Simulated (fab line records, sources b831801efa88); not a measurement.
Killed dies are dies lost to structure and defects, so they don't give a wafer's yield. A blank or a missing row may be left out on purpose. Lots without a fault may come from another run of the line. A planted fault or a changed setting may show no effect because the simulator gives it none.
Chamber matching | flow gf180mcu | GF_V3_CMP_26 on cmp-01: 4 sister chambers
The step polishes, stops on SiO2, t overpolish 15 s, target thk 0 nm. 7 wafers are shown with their chamber, then 7 later ones without.

WAFERS WITH THEIR CHAMBER
wafer  | chamber | motor_current_A (A) | time_to_endpoint_s (s)
L958.5 | 2       | 11.2                | 86
L960.1 | 3       | 10.5                | 90
L960.5 | 1       | 9.4                 | 88
L960.6 | 0       | 11.3                | 91
L964.3 | 2       | 12.0                | 88
L964.4 | 0       | 12.0                | 87
L964.6 | 1       | 9.8                 | 84

WAFERS WITHOUT THEIR CHAMBER
wafer  | motor_current_A (A) | time_to_endpoint_s (s)
L970.6 | 11.1                | 87
L977.4 | 10.5                | 84
L977.5 | 11.4                | 86
L977.6 | 11.0                | 87
L979.1 | 11.5                | 86
L979.3 | 11.3                | 87
L979.4 | 9.6                 | 82

WHICH CHAMBER EACH WENT THROUGH
wafer  | from the rows above               | in truth
L970.6 | can't be placed: 2 or 0 or 3      | 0
L977.4 | can't be placed: 1 or 3 or 2 or 0 | 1
L977.5 | can't be placed: 2 or 0 or 3      | 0
L977.6 | can't be placed: 2 or 0 or 3 or 1 | 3
L979.1 | can't be placed: 2 or 0           | 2
L979.3 | can't be placed: 2 or 0 or 3      | 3
L979.4 | 1                                 | 1
Placed correctly: 1 of 7. Can't be placed from these rows: 6 (the true chamber is among the candidates in 6). Placed wrongly: 0.
How it was worked out, from the rows above alone: a wafer's distance from a chamber is the root of the sum, over the readings, of the square of ((its reading less the chamber's mean) divided by the reading's scatter). The wafer belongs to the nearest chamber; if the next one is less than 2 further off, it can't be placed. A chamber's mean is the mean of its shown wafers. The scatter: the root of (the sum of the squares of (reading less its chamber's mean) over the shown wafers, divided by (wafers less chambers)).
